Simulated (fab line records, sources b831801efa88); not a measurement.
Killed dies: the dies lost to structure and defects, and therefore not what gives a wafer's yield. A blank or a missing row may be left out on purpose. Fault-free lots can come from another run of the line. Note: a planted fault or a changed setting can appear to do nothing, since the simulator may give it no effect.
Matching of chambers | flow gf180mcu | 4 sister chambers for GF_V1_CMP_04 on cmp-01
The step polishes SiO2. 8 wafers are shown with their chamber, then 7 later ones without.

== WAFERS, EACH WITH ITS CHAMBER ==
wafer  | chamber | motorCurrentA (A) | slurryFlowMlMin
L589.3 | 3       | 13.4              | 150.1
L599.4 | 0       | 11.3              | 150.4
L600.1 | 3       | 13.2              | 149.3
L600.2 | 2       | 13.5              | 149.6
L601.5 | 1       | 11.6              | 150.3
L601.6 | 0       | 11.1              | 150.8
L604.2 | 2       | 13.8              | 149.5
L604.3 | 1       | 11.1              | 149.3

== WAFERS MISSING THEIR CHAMBER ==
wafer  | motorCurrentA (A) | slurryFlowMlMin
L604.4 | 11.6              | 150.2
L606.3 | 13.3              | 150.6
L606.4 | 11.2              | 149.6
L606.6 | 13.1              | 149.6
L607.2 | 14.0              | 150.4
L607.3 | 13.9              | 149.5
L607.6 | 11.6              | 149.9

== THE CHAMBER EACH PASSED THROUGH ==
wafer  | from the rows above     | in truth
L604.4 | can't be placed: 1 or 0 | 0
L606.3 | can't be placed: 3 or 2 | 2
L606.4 | can't be placed: 1 or 0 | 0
L606.6 | can't be placed: 3 or 2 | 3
L607.2 | can't be placed: 2 or 3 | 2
L607.3 | can't be placed: 2 or 3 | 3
L607.6 | can't be placed: 1 or 0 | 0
Placed correctly: 0 of 7. Cannot be placed on the basis of these rows: 7; the candidates contain the true chamber in 7. Placed wrongly: 0.
How it was worked out, from the rows above alone: a wafer's distance from a chamber is the root of the sum, over the readings, of the square of ((its reading less the chamber's mean) divided by the reading's scatter). If the next closest chamber is less than 2 further off than the closest, the wafer can't be placed; otherwise it belongs to the closest. For every chamber, the mean is computed from those of its wafers that are shown. The scatter: the root of (the sum of the squares of (reading less its chamber's mean) over the shown wafers, divided by (wafers less chambers)).
